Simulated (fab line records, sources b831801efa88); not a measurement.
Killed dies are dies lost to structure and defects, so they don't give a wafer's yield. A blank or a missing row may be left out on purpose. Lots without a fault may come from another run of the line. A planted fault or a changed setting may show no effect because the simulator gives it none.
Chamber matching | flow gf180mcu | GF_PASSIVATION_ETCH_11 on rie_diel-04: 4 sister chambers
The step etches the open film in CF4/O2, stops on TiN, target depth 1800 nm, time 400 s. 8 wafers are shown with their chamber, then 7 later ones without.

WAFERS WITH THEIR CHAMBER
wafer  | chamber | drypump_motor_current_A (A) | cf4_flow_sccm (sccm)
L079.3 | 3       | 5.8                         | 79.92
L080.3 | 2       | 5.5                         | 79.67
L080.6 | 0       | 5.6                         | 79.81
L084.1 | 1       | 6.5                         | 79.57
L084.2 | 0       | 5.6                         | 79.96
L084.3 | 2       | 5.6                         | 79.72
L085.3 | 1       | 6.5                         | 80.12
L085.4 | 3       | 5.8                         | 79.75

WAFERS WITHOUT THEIR CHAMBER
wafer  | drypump_motor_current_A (A) | cf4_flow_sccm (sccm)
L085.6 | 5.5                         | 80.01
L091.1 | 5.8                         | 79.88
L091.3 | 5.6                         | 80.67
L091.6 | 5.6                         | 79.78
L094.1 | 6.5                         | 80.21
L094.3 | 5.8                         | 80.05
L094.4 | 5.6                         | 79.77

WHICH CHAMBER EACH WENT THROUGH
wafer  | from the rows above     | in truth
L085.6 | can't be placed: 2 or 0 | 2
L091.1 | 3                       | 3
L091.3 | can't be placed: 0 or 2 | 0
L091.6 | can't be placed: 0 or 2 | 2
L094.1 | 1                       | 1
L094.3 | 3                       | 3
L094.4 | can't be placed: 0 or 2 | 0
Placed correctly: 3 of 7. Can't be placed from these rows: 4 (the true chamber is among the candidates in 4). Placed wrongly: 0.
How it was worked out, from the rows above alone: a wafer's distance from a chamber is the root of the sum, over the readings, of the square of ((its reading less the chamber's mean) divided by the reading's scatter). The wafer belongs to the nearest chamber; if the next one is less than 2 further off, it can't be placed. A chamber's mean is the mean of its shown wafers. The scatter: the root of (the sum of the squares of (reading less its chamber's mean) over the shown wafers, divided by (wafers less chambers)).
